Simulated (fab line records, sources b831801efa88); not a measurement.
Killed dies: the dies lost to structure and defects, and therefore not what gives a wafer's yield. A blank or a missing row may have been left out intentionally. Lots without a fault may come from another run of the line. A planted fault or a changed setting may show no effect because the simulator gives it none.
Matching of chambers | flow gf180mcu | cmp-01 running GF_V4_CMP_26: 4 sister chambers
The step polishes, stops on SiO2, t overpolish 15 s, target thk 0 nm. 16 wafers are shown with their chamber, then 8 later ones without.

## WAFERS PAIRED WITH THEIR CHAMBERS
wafer  | chamber | motor-current-A (A) | time-to-endpoint-s (s) | overpolish-run-s (s)
L763.3 | 1       | 10.6                | 92                     | 15.008
L763.5 | 2       | 11.4                | 87                     | 15.006
L763.6 | 3       | 8.6                 | 84                     | 14.999
L764.1 | 2       | 11.9                | 82                     | 14.985
L764.4 | 0       | 10.3                | 84                     | 14.998
L764.6 | 1       | 10.6                | 90                     | 14.980
L765.1 | 0       | 10.6                | 84                     | 14.978
L765.2 | 3       | 9.0                 | 83                     | 14.994
L765.4 | 1       | 10.7                | 90                     | 15.010
L766.1 | 1       | 10.5                | 90                     | 15.004
L766.4 | 3       | 8.5                 | 83                     | 14.998
L766.6 | 3       | 8.6                 | 82                     | 14.996
L768.2 | 1       | 11.0                | 95                     | 15.008
L768.3 | 0       | 10.3                | 90                     | 15.010
L768.6 | 2       | 11.5                | 83                     | 15.005
L769.2 | 3       | 9.0                 | 76                     | 14.989

SIGNATURES (means of the wafers above)
reading            | chamber 0 | chamber 1 | chamber 2 | chamber 3 | scatter within a chamber
motor-current-A    | 10.400    | 10.680    | 11.600    | 8.740     | 0.22
time-to-endpoint-s | 86.00     | 91.40     | 84.00     | 81.60     | 2.86
overpolish-run-s   | 14.99533  | 15.00200  | 14.99867  | 14.99520  | 0.0111
Rule: distance of a wafer from a chamber = root of the sum over the readings of ((wafer's reading minus chamber's mean) / reading's scatter) squared. If the next closest chamber is less than 2 further off than the closest, the wafer can't be placed; otherwise it belongs to the closest. The scatter: the root of (the sum of the squares of (reading less its chamber's mean) over the shown wafers, divided by (wafers less chambers)).

## WAFERS WHOSE CHAMBER IS MISSING
wafer  | motor-current-A (A) | time-to-endpoint-s (s) | overpolish-run-s (s)
L769.4 | 10.5                | 84                     | 15.008
L769.6 | 10.9                | 82                     | 15.001
L772.3 | 10.2                | 89                     | 15.001
L772.4 | 10.6                | 86                     | 14.995
L772.5 | 9.9                 | 87                     | 14.995
L780.3 | 12.0                | 79                     | 14.991
L780.4 | 8.7                 | 82                     | 15.009
L780.6 | 10.3                | 82                     | 14.997

## WHICH CHAMBER EACH ONE RAN IN
wafer  | from the rows above          | in truth
L769.4 | can't be placed: 0 or 1      | 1
L769.6 | can't be placed: 0 or 2 or 1 | 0
L772.3 | can't be placed: 0 or 1      | 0
L772.4 | can't be placed: 0 or 1      | 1
L772.5 | can't be placed: 0 or 1      | 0
L780.3 | 2                            | 2
L780.4 | 3                            | 3
L780.6 | 0                            | 0
Placed correctly: 3 of 8. Can't be placed from these rows: 5 (the true chamber is among the candidates in 5). 0 placed wrongly.
